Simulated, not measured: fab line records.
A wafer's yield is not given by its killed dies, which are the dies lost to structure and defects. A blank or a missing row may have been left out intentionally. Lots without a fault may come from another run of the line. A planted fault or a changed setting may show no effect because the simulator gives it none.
Matching of chambers ; flow gf180mcu ; 4 sister chambers for GF_V3_CMP_26 on cmp-02
The step polishes, stops on SiO2, t overpolish 15 s, target thk 0 nm. 4 wafers are shown with their chamber, then 12 later ones without.

WAFERS PAIRED WITH THEIR CHAMBERS
wafer;chamber;time-to-endpoint-s (s)
L090.4;0;72
L090.5;3;86
L091.2;1;84
L091.6;2;69

WAFERS MISSING THEIR CHAMBER
wafer;time-to-endpoint-s (s)
L093.1;73
L093.3;88
L093.6;75
L094.1;92
L094.4;74
L094.5;86
L095.1;92
L095.3;74
L095.4;78
L097.1;88
L097.2;78
L097.6;80

WHICH CHAMBER EACH WENT THROUGH
wafer;from the rows above;in truth
L093.1;can't be placed: 0 or 2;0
L093.3;can't be placed: 3 or 1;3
L093.6;can't be placed: 0 or 2 or 1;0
L094.1;can't be placed: 3 or 1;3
L094.4;can't be placed: 0 or 2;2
L094.5;can't be placed: 3 or 1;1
L095.1;can't be placed: 3 or 1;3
L095.3;can't be placed: 0 or 2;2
L095.4;can't be placed: 0 or 1 or 3 or 2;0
L097.1;can't be placed: 3 or 1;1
L097.2;can't be placed: 0 or 1 or 3 or 2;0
L097.6;can't be placed: 1 or 3 or 0 or 2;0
Correct placement for 0 of the 12. These rows do not allow placing 12 (true chamber among the candidates in 12). 0 placed wrongly.
How it was worked out, from the rows above alone: a wafer's distance from a chamber is the root of the sum, over the readings, of the square of ((its reading less the chamber's mean) divided by the reading's scatter). The wafer belongs to the nearest chamber; if the next one is less than 2 further off, it can't be placed. A chamber's mean is the mean of its shown wafers. The scatter: root of mean squared gap, hidden wafer to nearest shown wafer, with one shown wafer a chamber.
